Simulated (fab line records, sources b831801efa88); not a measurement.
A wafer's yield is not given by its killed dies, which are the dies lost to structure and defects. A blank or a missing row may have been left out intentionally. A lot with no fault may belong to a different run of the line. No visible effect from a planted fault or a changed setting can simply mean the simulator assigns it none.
The same fault as seen by 2 desks / flow gf180mcu / every desk sees just its own numbers, and what lay behind them comes last

## AT THE METROLOGY DESK
What the gauges read for every lot (on any tool): the sampled wafers with a number, averaged. Marked OUT: a lot whose mean sits more than 4 standard deviations from the usual mean, which makes it out of limits; the brackets give that distance.
Columns: A = V1_OVL at GF_V1_OVL_MEAS_15, usual -1 nm; B = V1_W_RS at GF_V1_RS_MEAS_24, usual 0.325 ohm/sq; C = V1_W_THK at GF_V1_THK_MEAS_25, usual 341 nm
lot=L510; first seen here=day 18 23:23; A=8; B=0.323; C=344
lot=L511; first seen here=day 19 03:55; A=4; B=0.329; C=337
lot=L512; first seen here=day 19 17:20; A=9; B=0.326; C=339
lot=L522; first seen here=day 23 08:07; A=-5; B=0.330; C=336
lot=L526; first seen here=day 24 15:15; A=-0; B=0.322; C=340
lot=L531; first seen here=day 26 03:55; A=-2; B=0.325; C=338
This desk's verdict: no lot among the 6 shows anything out of limits.

## FOR THE TOOL OWNER'S DESK: pvdSputter-04
The tool's own readings at GF_M2_SPUTTER_00 (material Ti, target thk 37.5 nm, time 150 s): means of the sampled wafers that have a number, for each lot that ran on this tool. Marked OUT: a lot whose mean sits more than 4 standard deviations from the usual mean, which makes it out of limits; the brackets give that distance.
Columns: A = throttleValvePct at GF_M2_SPUTTER_00, usual 30.4 %
lot=L511; first seen here=day 19 05:20; A=30.1
lot=L512; first seen here=day 19 18:45; A=30.8
lot=L522; first seen here=day 23 09:34; A=31.2
lot=L526; first seen here=day 24 16:40; A=30.4
This desk's verdict: no lot among the 4 shows anything out of limits.

## BROUGHT TOGETHER
From the metrology desk's view, nothing was out of limits.
The desk of the tool owner found nothing out of limits.

## WHAT WAS PUT IN BY THE SIMULATOR
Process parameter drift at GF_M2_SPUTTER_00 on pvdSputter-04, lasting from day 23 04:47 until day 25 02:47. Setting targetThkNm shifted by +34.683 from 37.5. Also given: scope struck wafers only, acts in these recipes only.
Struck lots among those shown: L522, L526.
